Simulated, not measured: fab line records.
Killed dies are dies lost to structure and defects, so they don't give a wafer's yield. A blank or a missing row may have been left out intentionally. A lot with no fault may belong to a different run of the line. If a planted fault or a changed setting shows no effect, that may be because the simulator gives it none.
fab line records	flow sky130
record: lots: 5	wafers: 23
route steps=708 shown SD_P@329 RES_XHIGH@334 SD_N@352 LI_CONTACT@364 METAL1@448 METAL2@502 VIA2@507
start-h: the number of hours between the record's first day and the start of the first shown wafer of the lot	wait-h: hours since the lot's step before	" unchanged from the row above	L1.1+2: several wafers, shown together as one row	- no value, or no start was given	* or withheld: withheld	< > ~ a bound
route shown NAME@n: names a module that has steps shown in the file, with the first one's number in the route	usual: mean/standard deviation taken from wafers without a fault	same: alike in all rows	chamber/n: place in a boat	sites: per-site readings	_std_site: their standard deviation	_edge_site: mean of outer sites minus mean of inner sites	radius-mm: how far each site lies from the wafer's centre	mask NAME#n: copy n	behind: the tool/chamber that last shaped the wafer	hold: cause of the lot's hold/its duration in hours/its outcome	device: names the non-switching transistor (n, p or np)	end of line: at the end of the route, the tests of the same wafers	a step without rows: its recipe alone	killed: not the wafer's yield, but the dies lost to structure and defects at the first sort	map: dies across one wafer; x = killed, . = not, _ = none there
set.NAME: the run value of the setting; set.NAME@STEP: its run value at that earlier step	model.NAME: the simulator's own value behind a step, which no gauge read
lots where settings were altered on purpose, with a table for each step and a row for each wafer
== steps ==
step: SKY_SD_P_IMPLANT_09
recipe: species: BF2	energy-kev: 20	dose-cm2: 3e+15	tilt-deg: 0
lot.wafer	tool	chamber	start-h	wait-h	set.dose-cm2
L076.1+2+3+5+6	implanter-02	0	672.03	0.0	3e+15
L078.1+4	implanter-03	0	672.69	0.0	3.157e+15
L078.3+5+6	"	0	"	"	3e+15
L083.1+2	implanter-01	0	675.58	0.0	3e+15
L083.3+4+5	"	0	"	"	3.116e+15
L081.4+5+6	implanter-01	0	676.41	0.1	3e+15
L084.1+4	implanter-03	0	754.93	0.0	3e+15
L084.2+3+5	"	0	"	"	2.862e+15
step: SKY_SD_P_STRIP_10
recipe: chemistry: O2/N2	power-w: 1400	pressure-mtorr: 1500	platen-temp-c: withheld	o2-flow-sccm: 3000	n2-flow-sccm: 300	overash-fraction: 0.5
usual: strip-time-to-endpoint-s: 17.49/0.036
lot.wafer	tool	chamber	start-h	wait-h	set.dose-cm2@SD_P_IMPLANT_09	strip-time-to-endpoint-s
L076.1	plasma-asher-04	0	672.18	0.1	3e+15	17.50
L076.2	"	1	"	"	3e+15	17.45
L076.3	"	1	"	"	3e+15	17.48
L076.5	"	1	"	"	3e+15	17.48
L076.6	"	0	"	"	3e+15	17.46
L078.1	plasma-asher-02	0	672.84	0.1	3.157e+15	17.60
L078.3	"	0	"	"	3e+15	17.47
L078.4	"	1	"	"	3.157e+15	17.55
L078.5	"	1	"	"	3e+15	17.47
L078.6	"	0	"	"	3e+15	17.47
L083.1	plasma-asher-04	0	675.73	0.1	3e+15	17.53
L083.2	"	1	"	"	3e+15	17.54
L083.3	"	1	"	"	3.116e+15	17.57
L083.4	"	0	"	"	3.116e+15	17.60
L083.5	"	1	"	"	3.116e+15	17.60
L081.4	plasma-asher-01	1	676.51	0.1	3e+15	17.54
L081.5	"	1	"	"	3e+15	17.49
L081.6	"	0	"	"	3e+15	17.50
L084.1	plasma-asher-01	1	755.08	0.1	3e+15	17.50
L084.2	"	0	"	"	2.862e+15	17.38
L084.3	"	1	"	"	2.862e+15	17.37
L084.4	"	0	"	"	3e+15	17.47
L084.5	"	1	"	"	2.862e+15	17.38
step: SKY_RES_XHIGH_COAT_02
recipe: resist: NOVOLAK	spin-rpm: 3000	resist-thk-nm: 1140
lot.wafer	tool	chamber	start-h	wait-h	set.resist-thk-nm	model.NOVOLAK_of_RES_XHIGH_COAT_02.thk-nm
L076.1	litho-track-03	0	685.64	0.1	1097	1100
L076.2+6	"	0	"	"	1097	1103
L076.3	"	0	"	"	1140	1146
L076.5	"	0	"	"	1140	1141
L078.1	litho-track-04	0	686.70	0.1	1140	1141
L078.3	"	0	"	"	1140	1140
L078.4	"	0	"	"	1140	1144
L078.5	"	0	"	"	1140	1146
L078.6	"	0	"	"	1140	1139
L083.1	litho-track-03	0	689.74	0.1	1140	1145
L083.2+4	"	0	"	"	1083	1085
L083.3	"	0	"	"	1083	1084
L083.5	"	0	"	"	1140	1143
L081.4	litho-track-03	0	690.71	0.1	1140	1144
L081.5	"	0	"	"	1140	1145
L081.6	"	0	"	"	1140	1149
L084.1+2	litho-track-01	0	767.22	0.1	1140	1141
L084.3	"	0	"	"	1162	1161
L084.4	"	0	"	"	1140	1143
L084.5	"	0	"	"	1162	1167
step: SKY_RES_XHIGH_SOFTBAKE_03
recipe: temp-c: 90	time-s: 60	resist: NOVOLAK
step: SKY_RES_XHIGH_EXPOSE_04
recipe: mask-id: URPM	na: 0.6	source-shape: conventional	sigma-outer: 0.6	polarization: unpolarized	target-cd-nm: 1270	dose-mj: 140
step: SKY_RES_XHIGH_DEVELOP_06
recipe: resist: NOVOLAK	developer: TMAH	develop-time-s: 60	dev-temp-c: 22.31
step: SKY_RES_XHIGH_IMPLANT_07
recipe: species: BF2	energy-kev: 20	dose-cm2: 3.6e+14	tilt-deg: 0
step: SKY_RES_XHIGH_STRIP_08
recipe: chemistry: O2/N2	power-w: 1400	pressure-mtorr: 1500	platen-temp-c: withheld	o2-flow-sccm: 3000	n2-flow-sccm: 300	overash-fraction: 0.5
usual: strip-time-to-endpoint-s: 14.30/0.035
lot.wafer	tool	chamber	start-h	wait-h	set.resist-thk-nm@RES_XHIGH_COAT_02	strip-time-to-endpoint-s
L076.1	plasma-asher-04	0	699.64	0.1	1097	13.80
L076.2	"	1	"	"	1097	13.81
L076.3	"	0	"	"	1140	14.34
L076.5	"	0	"	"	1140	14.26
L076.6	"	1	"	"	1097	13.83
L078.1	plasma-asher-04	0	700.54	0.1	1140	14.27
L078.3	"	1	"	"	1140	14.27
L078.4	"	0	"	"	1140	14.31
L078.5	"	0	"	"	1140	14.32
L078.6	"	1	"	"	1140	14.25
L083.1	plasma-asher-03	0	702.82	0.1	1140	14.33
L083.2	"	1	"	"	1083	13.62
L083.3	"	0	"	"	1083	13.63
L083.4	"	1	"	"	1083	13.64
L083.5	"	0	"	"	1140	14.31
L081.4	plasma-asher-02	0	703.47	0.1	1140	14.32
L081.5	"	0	"	"	1140	14.31
L081.6	"	1	"	"	1140	14.38
L084.1	plasma-asher-04	0	781.24	0.1	1140	14.29
L084.2	"	1	"	"	1140	14.29
L084.3	"	0	"	"	1162	14.48
L084.4	"	1	"	"	1140	14.32
L084.5	"	1	"	"	1162	14.55
step: SKY_SD_N_IMPLANT_10
recipe: species: P	energy-kev: 20	dose-cm2: 1e+14	tilt-deg: 0
lot.wafer	tool	chamber	start-h	wait-h	set.energy-kev	model.implant.drp-nm
L076.1+5+6	implanter-02	0	727.87	0.1	19.21	12.69
L076.2+3	"	0	"	"	20	13
L078.1+3+4+5+6	implanter-03	0	728.11	0.1	20	13
L083.1+2+5	implanter-04	0	730.21	0.1	20.48	13.19
L083.3+4	"	0	"	"	20	13
L081.4+5+6	implanter-02	0	730.59	0.1	20	13
L084.1+2+3+4+5	implanter-02	0	806.73	0.1	20	13
step: SKY_LI_CONTACT_CMP_02
recipe: material: PSG	down-force-psi: 4	platen-rpm: 60	pad-velocity-m-s: 0.94248
lot.wafer	tool	chamber	start-h	wait-h	set.leave-above-ref-nm	model.PSG_of_LI_CONTACT_HDPCVD_00.thk-nm
L076.3	cmp-01	2	728.99	0.1	597.2	597.1
L076.2	"	3	"	"	559.5	559.6
L076.1	"	0	"	"	597.2	596.3
L076.5	"	1	"	"	597.2	596.7
L076.6	"	2	"	"	559.5	558.5
L078.4	cmp-01	3	729.29	0.1	597.2	597.8
L078.3	"	0	"	"	609.8	608.6
L078.1	"	1	"	"	609.8	610.2
L078.6	"	2	"	"	597.2	596.1
L078.5	"	3	"	"	597.2	599.3
L083.4	cmp-01	3	731.28	0.0	597.2	596.9
L083.3	"	0	"	"	637.4	636.9
L083.1	"	1	"	"	637.4	638.2
L083.2	"	2	"	"	597.2	596.6
L083.5	"	3	"	"	597.2	596.2
L081.4	cmp-02	3	731.63	0.1	597.2	598.6
L081.6	"	2	"	"	597.2	597.8
L081.5	"	3	"	"	597.2	598.7
L084.2	cmp-01	1	807.81	0.0	622.7	623.2
L084.3	"	2	"	"	622.7	622.6
L084.1	"	3	"	"	597.2	597.4
L084.4	"	0	"	"	597.2	596.3
L084.5	"	2	"	"	597.2	597
step: SKY_LI_CONTACT_DEHYDRATE_04
recipe: temp-c: 200	time-s: 60
step: SKY_LI_CONTACT_ETCH_14
recipe: chemistry: N2/H2	target: BARC	ion-energy-ev: 200	source-w: 500	bias-w: 100	pressure-mtorr: 30	n2-flow-sccm: 100	h2-flow-sccm: 200	stop-on: SiO2	time-s: 45.9	target-depth-a: 600
step: SKY_LI_CONTACT_ETCH_15
recipe: target: PSG	chemistry: C4F8/O2/Ar	stop-on: Si	taper-deg: 4.15	mask-material: KrF-thick	source-w: 1500	bias-w: 1200	pressure-mtorr: 40	c4f8-flow-sccm: withheld	O2_flow_sccm: 6	Ar_flow_sccm: 300	time-s: withheld	target-depth-a: 6000
usual: oes-product-au: 0.837/0.0043
lot.wafer	tool	chamber	start-h	wait-h	set.leave-above-ref-nm@LI_CONTACT_CMP_02	oes-product-au	model.LI_CONTACT.feature-depth-nm
L076.1	rie-diel-04	2	757.15	0.0	597.2	0.835	596.3
L076.2	"	0	"	"	559.5	0.809	559.6
L076.3	"	1	"	"	597.2	0.836	597.1
L076.5	"	0	"	"	597.2	0.837	596.7
L076.6	"	1	"	"	559.5	0.811	558.5
L078.1	rie-diel-01	0	757.19	0.0	609.8	0.846	610.2
L078.3	"	1	"	"	609.8	0.846	608.6
L078.4	"	0	"	"	597.2	0.828	597.8
L078.5	"	1	"	"	597.2	0.846	599.3
L078.6	"	0	"	"	597.2	0.831	596.1
L083.1	rie-diel-01	1	759.94	0.0	637.4	0.868	638.2
L083.2	"	0	"	"	597.2	0.836	596.6
L083.3	"	0	"	"	637.4	0.870	636.9
L083.4	"	1	"	"	597.2	0.824	596.9
L083.5	"	1	"	"	597.2	0.829	596.2
L081.4	rie-diel-03	1	760.15	0.0	597.2	0.838	598.6
L081.5	"	2	"	"	597.2	0.837	598.7
L081.6	"	3	"	"	597.2	0.832	597.8
L084.1	rie-diel-01	2	834.35	0.0	597.2	0.834	597.4
L084.2	"	3	"	"	622.7	0.861	623.2
L084.3	"	1	"	"	622.7	0.858	622.6
L084.4	"	0	"	"	597.2	0.836	596.3
L084.5	"	3	"	"	597.2	0.839	597
step: SKY_LI_CONTACT_SPUTTER_19
recipe: material: Ti	target-thk-nm: 20	chamber-pressure-pa: 5	power-w: 2500	substrate-temp-c: 200	time-s: 106.37
lot.wafer	tool	chamber	start-h	wait-h	set.power-w	model.Ti_of_LI_CONTACT_SPUTTER_19.thk-nm
L076.1	pvd-sputter-01	-	757.55	0.0	2257	18.43
L076.2	"	-	"	"	2257	18.25
L076.3	"	-	"	"	2500	20.42
L076.5	"	-	"	"	2257	18.28
L076.6	"	-	"	"	2500	20.29
L078.1	pvd-sputter-03	-	757.62	0.0	2773	22.17
L078.3	"	-	"	"	2773	22.22
L078.4	"	-	"	"	2773	22.01
L078.5	"	-	"	"	2500	20.01
L078.6	"	-	"	"	2500	19.71
L083.1	pvd-sputter-01	-	760.37	0.0	2500	19.86
L083.2	"	-	"	"	2500	20.29
L083.3	"	-	"	"	2500	19.81
L083.4	"	-	"	"	2500	20.05
L083.5	"	-	"	"	2500	19.97
L081.4	pvd-sputter-02	-	760.55	0.0	2500	19.68
L081.5	"	-	"	"	2500	19.82
L081.6	"	-	"	"	2500	19.57
L084.1	pvd-sputter-01	-	834.77	0.0	2500	19.59
L084.2	"	-	"	"	2500	19.42
L084.3	"	-	"	"	2500	19.81
L084.4	"	-	"	"	2500	19.52
L084.5	"	-	"	"	2500	19.56
step: SKY_LI_CONTACT_SPUTTER_20
recipe: material: TiN	target-thk-nm: 20	chamber-pressure-pa: 5	power-w: 4000	time-s: 80
lot.wafer	tool	chamber	start-h	wait-h	set.chamber-pressure-pa	model.TiN_of_LI_CONTACT_SPUTTER_20.thk-nm
L076.1	pvd-sputter-01	-	757.63	0.0	5.281	19.15
L076.2	"	-	"	"	5.281	19.07
L076.3	"	-	"	"	5.281	19.11
L076.5	"	-	"	"	5.281	19.04
L076.6	"	-	"	"	5.281	19.01
L078.1	pvd-sputter-03	-	757.69	0.0	5	19.54
L078.3	"	-	"	"	5	19.41
L078.4	"	-	"	"	5	19.78
L078.5	"	-	"	"	5	19.94
L078.6	"	-	"	"	5	19.87
L083.1+4	pvd-sputter-01	-	760.44	0.0	5.557	18.02
L083.2	"	-	"	"	5.557	18.39
L083.3	"	-	"	"	5.557	18
L083.5	"	-	"	"	5.557	18.09
L081.4	pvd-sputter-02	-	760.63	0.0	5	19.79
L081.5	"	-	"	"	5	19.86
L081.6	"	-	"	"	5	19.76
L084.1	pvd-sputter-01	-	834.84	0.0	4.386	22.09
L084.2	"	-	"	"	4.386	22.2
L084.3	"	-	"	"	4.386	22.23
L084.4	"	-	"	"	4.386	22.16
L084.5	"	-	"	"	4.386	22.19
step: SKY_METAL1_DEVELOP_14
recipe: develop-time-s: 60	resist: KrF-thick	dev-temp-c: 21
lot.wafer	tool	chamber	start-h	wait-h	set.develop-time-s
L076.1+5+6	litho-track-02	0	-	-	60
L076.2+3	"	0	"	"	54.73
L078.1+3+4+5+6	litho-track-02	0	-	-	60
L083.1+3	litho-track-04	0	-	-	60
L083.2+4+5	"	0	"	"	68.93
L081.4+5+6	litho-track-01	0	-	-	60
L084.1+5	litho-track-02	0	-	-	64.1
L084.2+3+4	"	0	"	"	60
step: SKY_METAL1_DESCUM_17
recipe: chemistry: O2	source-power-w: 150	bias-power-w: 0	pressure-mtorr: 10	temp-c: 40	time-s: 8
lot.wafer	tool	chamber	start-h	wait-h	set.develop-time-s@METAL1_DEVELOP_14	model.METAL1.cd-nm
L076.1	rie-metal-02	1	837.73	0.0	60	143
L076.2	"	0	"	"	54.73	144
L076.3	"	0	"	"	54.73	145
L076.5	"	0	"	"	60	142.3
L076.6	"	1	"	"	60	143.1
L078.1+4	rie-metal-03	0	838.08	0.0	60	140.1
L078.3	"	1	"	"	60	140.4
L078.5	"	1	"	"	60	140.7
L078.6	"	0	"	"	60	139.9
L083.1	rie-metal-03	1	841.56	0.0	60	139.5
L083.2	"	0	"	"	68.93	136.5
L083.3	"	1	"	"	60	139.7
L083.4	"	0	"	"	68.93	137.8
L083.5	"	0	"	"	68.93	136.4
L081.4+5	rie-metal-02	0,1	841.66	0.0	60	141.2
L081.6	"	0	"	"	60	142.1
L084.1	rie-metal-03	1	914.48	0.0	64.1	137.7
L084.2	"	0	"	"	60	139.2
L084.3	"	1	"	"	60	140.1
L084.4	"	0	"	"	60	139.7
L084.5	"	0	"	"	64.1	136.5
step: SKY_METAL2_METAL_ETCH_19
recipe: target-depth-a: 3600	stop-on: SiO2	over-etch-frac: 0.3	time-s: 78	chemistry: Cl2/BCl3	resist-sidewall-deg: 88	pressure-mtorr: 10	icp-w: 900	bias-w: 48.5	Cl2_flow_sccm: 60	bcl3-flow-sccm: 30
lot.wafer	tool	chamber	start-h	wait-h	set.icp-w	model.KrF-thick_of_METAL2_COAT_10.thk-nm
L076.1	rie-metal-04	0	892.57	0.0	900	160.5
L076.2	"	1	"	"	970.7	141.1
L076.3	"	0	"	"	900	159.9
L076.5	"	1	"	"	970.7	140.1
L076.6	"	0	"	"	900	159.3
L078.1	rie-metal-01	1	893.57	0.0	900	154.1
L078.3	"	0	"	"	900	161.7
L078.4	"	1	"	"	900	156.2
L078.5	"	1	"	"	900	156
L078.6	"	0	"	"	900	159.5
L083.1	rie-metal-04	1	896.44	0.0	976.7	141.5
L083.2	"	0	"	"	976.7	145.2
L083.3	"	1	"	"	900	157.2
L083.4	"	0	"	"	900	162.5
L083.5	"	1	"	"	976.7	141.4
L081.4	rie-metal-01	1	896.81	0.1	900	156.6
L081.5	"	1	"	"	900	158
L081.6	"	0	"	"	900	162.1
L084.1	rie-metal-03	0	965.83	0.0	900	163.3
L084.2	"	1	"	"	833.7	175.2
L084.3	"	0	"	"	900	162.8
L084.4	"	1	"	"	833.7	177.6
L084.5	"	1	"	"	833.7	176.6
step: SKY_METAL2_STRIP_20
recipe: chemistry: O2/N2	power-w: 1400	pressure-mtorr: 1500	platen-temp-c: withheld	o2-flow-sccm: 3000	n2-flow-sccm: 300	overash-fraction: 0.5
usual: strip-time-to-endpoint-s: 2.71/0.036
lot.wafer	tool	chamber	start-h	wait-h	set.icp-w@METAL2_METAL_ETCH_19	strip-time-to-endpoint-s
L076.1	plasma-asher-04	0	892.66	0.1	900	2.70
L076.2	"	1	"	"	970.7	2.49
L076.3	"	0	"	"	900	2.71
L076.5	"	0	"	"	970.7	2.49
L076.6	"	1	"	"	900	2.69
L078.1	plasma-asher-01	0	893.66	0.1	900	2.65
L078.3	"	0	"	"	900	2.74
L078.4	"	1	"	"	900	2.67
L078.5	"	1	"	"	900	2.67
L078.6	"	0	"	"	900	2.71
L083.1	plasma-asher-01	1	896.53	0.1	976.7	2.52
L083.2	"	0	"	"	976.7	2.55
L083.3	"	1	"	"	900	2.66
L083.4	"	0	"	"	900	2.75
L083.5	"	1	"	"	976.7	2.51
L081.4	plasma-asher-04	1	896.90	0.1	900	2.67
L081.5	"	0	"	"	900	2.70
L081.6	"	1	"	"	900	2.73
L084.1	plasma-asher-04	1	965.92	0.1	900	2.75
L084.2	"	0	"	"	833.7	2.87
L084.3	"	0	"	"	900	2.74
L084.4	"	1	"	"	833.7	2.90
L084.5	"	1	"	"	833.7	2.89
step: SKY_VIA2_HDPCVD_00
recipe: material: SiO2	target-thk-nm: 1180	sigma-open-frac: 0.3	time-s: 196.7	temp-c: 400	sih4-flow-sccm: 60	pressure-mtorr: 6
lot.wafer	tool	chamber	start-h	wait-h	set.time-s	model.SiO2_of_VIA2_HDPCVD_00.thk-nm
L076.1	hdpcvd-02	2	893.26	0.0	181.7	-
L076.2	"	1	"	"	181.7	1101
L076.3	"	0	"	"	196.7	1198
L076.5	"	1	"	"	181.7	1100
L076.6	"	2	"	"	196.7	-
L078.1+4	hdpcvd-02	1,2	894.30	0.0	196.7	-
L078.3	"	2	"	"	224.2	-
L078.5	"	1	"	"	224.2	1361
L078.6	"	0	"	"	196.7	1198
L083.1	hdpcvd-02	2	897.13	0.0	196.7	1180
L083.2	"	1	"	"	182.1	1087
L083.3	"	0	"	"	196.7	-
L083.4	"	1	"	"	182.1	1099
L083.5	"	2	"	"	196.7	1171
L081.4	hdpcvd-01	1	897.59	0.1	196.7	1193
L081.5	"	2	"	"	196.7	1198
L081.6	"	1	"	"	196.7	1192
L084.1+2	hdpcvd-01	2,1	966.52	0.0	196.7	-
L084.3	"	0	"	"	167.8	-
L084.4	"	1	"	"	167.8	1005
L084.5	"	2	"	"	196.7	1183
step: SKY_VIA2_THK_MEAS_01
recipe: reads: SiO2_of_VIA2_HDPCVD_00
usual: VIA2_HDPCVD_THK: 1185/13
lot.wafer	tool	chamber	start-h	wait-h	set.time-s@VIA2_HDPCVD_00	VIA2_HDPCVD_THK[nm]
L076.1	film-metro-01	-	893.39	0.1	181.7	1101
L076.2	"	-	"	"	181.7	1102
L076.3	"	-	"	"	196.7	1199
L076.5	"	-	"	"	181.7	1100
L076.6	"	-	"	"	196.7	1196
L078.1	film-metro-01	-	894.42	0.1	196.7	1194
L078.3	"	-	"	"	224.2	1350
L078.4	"	-	"	"	196.7	1195
L078.5	"	-	"	"	224.2	1362
L078.6	"	-	"	"	196.7	1198
L083.1	film-metro-01	-	897.25	0.1	196.7	1180
L083.2	"	-	"	"	182.1	1087
L083.3	"	-	"	"	196.7	1185
L083.4	"	-	"	"	182.1	1099
L083.5	"	-	"	"	196.7	1171
L081.4	film-metro-03	-	897.78	0.1	196.7	1193
L081.5	"	-	"	"	196.7	1198
L081.6	"	-	"	"	196.7	1192
L084.1	film-metro-02	-	966.64	0.1	196.7	1180
L084.2	"	-	"	"	196.7	1171
L084.3	"	-	"	"	167.8	1024
L084.4	"	-	"	"	167.8	1005
L084.5	"	-	"	"	196.7	1183
step: SKY_VIA2_ETCH_15
recipe: target: SiO2	chemistry: C4F8/O2/Ar	target-depth-nm: 546	stop-on: TiN	mask-material: KrF-thick	source-w: 1500	bias-w: 1200	pressure-mtorr: 40	c4f8-flow-sccm: withheld	O2_flow_sccm: 6	Ar_flow_sccm: 300	time-s: 84
lot.wafer	tool	chamber	start-h	wait-h	set.time-s	model.KrF-thick_of_VIA2_COAT_07.thk-nm
L076.1	rie-diel-04	0	919.65	0.0	80.29	285.6
L076.2	"	3	"	"	84	282
L076.3	"	2	"	"	80.29	287.2
L076.5	"	1	"	"	84	282.1
L076.6	"	0	"	"	84	281.4
L078.1	rie-diel-01	2	919.99	0.0	92.27	274
L078.3	"	1	"	"	84	280.9
L078.4+5	"	0,1	"	"	84	281.9
L078.6	"	2	"	"	92.27	273.2
L083.1	rie-diel-01	3	922.25	0.0	92.7	274.3
L083.2	"	1	"	"	84	282.7
L083.3	"	0	"	"	92.7	270
L083.4	"	2	"	"	92.7	272.1
L083.5	"	3	"	"	84	287.3
L081.4	rie-diel-02	1	923.24	0.0	84	281.6
L081.5	"	3	"	"	84	280
L081.6	"	2	"	"	84	285.1
L084.1+5	rie-diel-01	0,3	993.14	0.0	84	280.2
L084.2	"	1	"	"	84	276.1
L084.3	"	2	"	"	84	280.1
L084.4	"	3	"	"	84	280.5
step: SKY_VIA2_STRIP_16
recipe: chemistry: O2/N2	power-w: 1400	pressure-mtorr: 1500	platen-temp-c: withheld	o2-flow-sccm: 3000	n2-flow-sccm: 300	overash-fraction: 0.5
usual: strip-time-to-endpoint-s: 4.034/0.022
lot.wafer	tool	chamber	start-h	wait-h	set.time-s@VIA2_ETCH_15	strip-time-to-endpoint-s
L076.1	plasma-asher-03	1	919.72	0.0	80.29	4.067
L076.2	"	0	"	"	84	4.016
L076.3	"	1	"	"	80.29	4.080
L076.5	"	0	"	"	84	4.026
L076.6	"	1	"	"	84	4.024
L078.1	plasma-asher-04	0	920.05	0.0	92.27	3.966
L078.3	"	1	"	"	84	4.018
L078.4	"	0	"	"	84	4.043
L078.5	"	0	"	"	84	4.022
L078.6	"	1	"	"	92.27	3.961
L083.1	plasma-asher-02	0	922.32	0.0	92.7	3.952
L083.2	"	1	"	"	84	4.042
L083.3	"	0	"	"	92.7	3.920
L083.4	"	1	"	"	92.7	3.927
L083.5	"	0	"	"	84	4.100
L081.4	plasma-asher-02	1	923.33	0.1	84	4.022
L081.5	"	1	"	"	84	4.003
L081.6	"	0	"	"	84	4.050
L084.1	plasma-asher-02	0	993.20	0.0	84	4.003
L084.2	"	1	"	"	84	3.981
L084.3	"	1	"	"	84	4.008
L084.4	"	0	"	"	84	4.025
L084.5	"	1	"	"	84	4.015
== key ==
split: step: SKY_SD_P_IMPLANT_09	setting: dose-cm2	stated: 3e+15	by: wafer
response: step: SKY_SD_P_STRIP_10	reading: strip-time-to-endpoint-s	change: *	per: 1%	r: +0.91
split: step: SKY_RES_XHIGH_COAT_02	setting: resist-thk-nm	stated: 1140	by: wafer
response: step: SKY_RES_XHIGH_COAT_02	reading: model.NOVOLAK_of_RES_XHIGH_COAT_02.thk-nm	change: +11.5	per: 1%	r: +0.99
response: step: SKY_RES_XHIGH_STRIP_08	reading: strip-time-to-endpoint-s	change: *	per: 1%	r: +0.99
split: step: SKY_SD_N_IMPLANT_10	setting: energy-kev	stated: 20	by: wafer
response: step: SKY_SD_N_IMPLANT_10	reading: model.implant.drp-nm	change: +0.0788	per: 1%	r: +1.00
split: step: SKY_LI_CONTACT_CMP_02	setting: leave-above-ref-nm	stated: 597.2	by: wafer
response: step: SKY_LI_CONTACT_CMP_02	reading: model.PSG_of_LI_CONTACT_HDPCVD_00.thk-nm	change: +6.02	per: 1%	r: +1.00
response: step: SKY_LI_CONTACT_ETCH_15	reading: oes-product-au	change: +0.00508	per: 1%	r: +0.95
response: step: SKY_LI_CONTACT_ETCH_15	reading: model.LI_CONTACT.feature-depth-nm	change: +6.02	per: 1%	r: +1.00
split: step: SKY_LI_CONTACT_SPUTTER_19	setting: power-w	stated: 2500	by: wafer
response: step: SKY_LI_CONTACT_SPUTTER_19	reading: model.Ti_of_LI_CONTACT_SPUTTER_19.thk-nm	change: +0.209	per: 1%	r: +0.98
split: step: SKY_LI_CONTACT_SPUTTER_20	setting: chamber-pressure-pa	stated: 5	by: lot
response: step: SKY_LI_CONTACT_SPUTTER_20	reading: model.TiN_of_LI_CONTACT_SPUTTER_20.thk-nm	change: -0.172	per: 1%	r: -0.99
split: step: SKY_METAL1_DEVELOP_14	setting: develop-time-s	stated: 60	by: wafer
response: step: SKY_METAL1_DESCUM_17	reading: model.METAL1.cd-nm	change: -0.212	per: 1%	r: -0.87
split: step: SKY_METAL2_METAL_ETCH_19	setting: icp-w	stated: 900	by: wafer
response: step: SKY_METAL2_METAL_ETCH_19	reading: model.KrF-thick_of_METAL2_COAT_10.thk-nm	change: -2.1	per: 1%	r: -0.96
response: step: SKY_METAL2_STRIP_20	reading: strip-time-to-endpoint-s	change: *	per: 1%	r: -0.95
split: step: SKY_VIA2_HDPCVD_00	setting: time-s	stated: 196.7	by: wafer
response: step: SKY_VIA2_HDPCVD_00	reading: model.SiO2_of_VIA2_HDPCVD_00.thk-nm	change: +11.9	per: 1%	r: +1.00
response: step: SKY_VIA2_THK_MEAS_01	reading: VIA2_HDPCVD_THK	change: +11.5	per: 1%	r: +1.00
split: step: SKY_VIA2_ETCH_15	setting: time-s	stated: 84	by: wafer
response: step: SKY_VIA2_ETCH_15	reading: model.KrF-thick_of_VIA2_COAT_07.thk-nm	change: -1.03	per: 1%	r: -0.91
response: step: SKY_VIA2_STRIP_16	reading: strip-time-to-endpoint-s	change: *	per: 1%	r: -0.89
